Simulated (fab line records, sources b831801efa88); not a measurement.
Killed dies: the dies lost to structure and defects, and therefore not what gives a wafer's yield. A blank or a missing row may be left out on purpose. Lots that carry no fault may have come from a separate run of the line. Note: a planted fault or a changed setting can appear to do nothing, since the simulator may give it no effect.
A lot that was struck, set against a sound lot || flow gf180mcu || 16 out of 602 route steps
Sound: the wafers L454.1, L454.4, L454.5. Struck: wafers L445.1, L445.4, L445.5. Last of all comes the cause.
Order at every step that has rows: each side's tool, ch and its chambers, its first start. Under that, the readings that differ: sound wafers || struck wafers || difference of the means || sigmas: that difference in standard deviations of wafers without a fault.
alike: readings whose means differ by less than 2 such deviations, and words and numbers that are the same on both sides. not compared: withheld readings, readings that some wafer has no value for, bounds like >300 that may hide the same value, and numbers for which the record gives no deviation and whose values overlap.
Wherever a step has rows on one side only, a row that says differs or no value, or a row with sigmas, the two part there. Numbers that have no deviation but don't overlap get no sigmas and don't part them. A reading missing from all wafers of one side parts the sides only when that side holds two or more wafers.

GF_POLY_GATE_ETCH_13: etches poly-Si in HBr/Cl2, stops on SiO2, target depth 198.5 nm, time 69.6 s.
  sound on rieSi-01 ch 0,2,3, day 14 00:22; struck on rieSi-02 ch 0,2,3, day 11 03:28
  alike: chamberPressureMTorr, drypumpMotorCurrentA, oesProductAu, throttleValvePct
  not compared: rfHoursCounterH
GF_POLY_GATE_STRIP_14: strips in O2/N2.
  sound on plasmaAsher-02 ch 0,1, day 14 00:25; struck on plasmaAsher-04 ch 0,1, day 11 03:31
  alike: chamberPressureMTorr, drypumpMotorCurrentA, heaterPowerW, oesProductAu
  not compared: rfHoursCounterH
then, 2 steps without rows for these wafers: GF_POLY_GATE_CLEAN_15 (cleans in SC1/SC2, time 150 s); GF_POLY_GATE_OXIDATION_16 (stabilise 600 s, purge 300 s, target thk 4 nm).
GF_POLY_GATE_THK_MEAS_17:
  struck on filmMetro-03, day 11 06:17; sound on filmMetro-03, day 14 03:07
  alike: POLY_GATE_OXIDATION_THK
GF_POLY_GATE_CD_MEAS_18:
  struck on cdSem-02, day 11 06:20; sound on cdSem-02, day 14 03:10
  alike: cdNm
then, 6 steps without rows for these wafers: GF_HV_LDD_DEHYDRATE_00 (time 60 s); GF_HV_LDD_HMDS_01 (prime time 60 s); GF_HV_LDD_COAT_02 (resist thk 1000 nm); GF_HV_LDD_SOFTBAKE_03 (time 60 s); GF_HV_LDD_EXPOSE_04 (exposes mask Nplus LV AREA, target cd 400 nm); GF_HV_LDD_PEB_05.
GF_HV_LDD_DEVELOP_06: develop time 60 s.
  sound on lithoTrack-02 ch 0, day 14 23:23; struck on lithoTrack-03 ch 0, day 12 01:11
{"reading": "developerTempC (C)", "sound": "23.00 22.82 22.99", "struck": "20.59 20.76 20.66", "difference": -2.27, "sigmas": -23}
GF_HV_LDD_CD_MEAS_07: target cd 400 nm.
  struck on cdSem-01, day 12 01:20; sound on cdSem-01, day 14 23:32
{"reading": "cdNm (nm)", "sound": "401.4 400.2 401.5", "struck": "405.9 405.7 405.8", "difference": "+4.8", "sigmas": "+2"}
GF_HV_LDD_OVL_MEAS_08:
  struck on overlay-01, day 12 01:27; sound on overlay-01, day 14 23:39
  alike: HV_LDD_OVL
GF_PASSIVATION_PROBE_99:
  the record holds rows for the sound wafers here (prober-02, day 33 11:52) but none for the struck ones

## WHERE THEY PART
At GF_HV_LDD_DEVELOP_06 first; at GF_PASSIVATION_PROBE_99 last (within this record only).

WHY: what the simulator had put in
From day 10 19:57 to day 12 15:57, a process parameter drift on lithoTrack-03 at GF_HV_LDD_DEVELOP_06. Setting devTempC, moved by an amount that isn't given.
